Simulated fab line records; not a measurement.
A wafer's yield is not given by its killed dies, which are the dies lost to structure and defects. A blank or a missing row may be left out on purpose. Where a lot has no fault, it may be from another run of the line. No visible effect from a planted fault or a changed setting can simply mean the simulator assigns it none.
Struck lot and sound lot, side by side || flow sky130 || 14 steps out of a route of 708
Sound: these wafers, L278.3, L278.4, L278.5. Wafers L287.1, L287.3, L287.4 were the ones struck. At the end, the cause is stated.
At each step with rows: each side's tool, then ch and its chambers, then its first start. Under that, the readings that differ: sound wafers || struck wafers || difference of the means || sigmas: that difference in standard deviations of wafers without a fault.
alike: words and numbers the same on both sides, and readings whose means are apart by under 2 such deviations; not compared: readings that were withheld, readings missing a value for some wafer, numbers with overlapping values and no deviation given by the record, and bounds like >300 which may hide the same value.
Wherever a step has rows on one side only, a row that says differs or no value, or a row with sigmas, the two part there. Non-overlapping numbers with no deviation appear without sigmas and do not part them. A reading that every wafer of one side lacks parts them only if that side has two wafers or more.

first, 4 steps without rows for these wafers: SKY_LDD_HVN_SOFTBAKE_03 (time 60 s); SKY_LDD_HVN_EXPOSE_04 (exposes mask HVNTM, target cd 700 nm); SKY_LDD_HVN_PEB_05; SKY_LDD_HVN_DEVELOP_06 (develop time 60 s).
SKY_LDD_HVN_OVL_MEAS_07:
  sound: overlay-01 at day 23 00:02; struck: overlay-01 at day 25 16:53
  alike: LDD_HVN_OVL
following that, these wafers have no rows for 1 step: SKY_LDD_HVN_IMPLANT_08.
SKY_LDD_HVN_STRIP_09: strips in O2/N2.
  sound on plasma-asher-04 ch 0,1, day 23 00:14; struck on plasma-asher-02 ch 0,1, day 25 17:04
  alike: drypump-motor-current-A, oes-product-au, strip-time-to-endpoint-s
  not compared: rf-hours-counter-h
SKY_LDD_HVN_TW_MEAS_10:
  sound: film-metro-02 at day 23 00:19; struck: film-metro-03 at day 25 17:10
  alike: LDD_HVN_TW
then, 4 steps without rows for these wafers: SKY_LDD_HVP_DEHYDRATE_00 (time 60 s); SKY_LDD_HVP_HMDS_01 (prime time 60 s); SKY_LDD_HVP_COAT_02 (resist thk 300 nm); SKY_LDD_HVP_SOFTBAKE_03 (time 60 s).
SKY_LDD_HVP_EXPOSE_04: exposes mask HVPTM, target cd 700 nm.
  sound on iline-stepper-01 ch 0, day 23 16:14; struck on iline-stepper-01 ch 0, day 26 08:43
{"reading": "model.LDD_HVP.overlay-x-nm (nm)", "sound": "-0.2219 -0.2219 -0.2219", "struck": "1.647 1.647 1.647", "difference": "+1.869", "sigmas": ""}
  alike: mask
following that, these wafers have no rows for 1 step: SKY_LDD_HVP_PEB_05.

## WHERE THEY PART
Nowhere in this record.

WHY: what the simulator had put in
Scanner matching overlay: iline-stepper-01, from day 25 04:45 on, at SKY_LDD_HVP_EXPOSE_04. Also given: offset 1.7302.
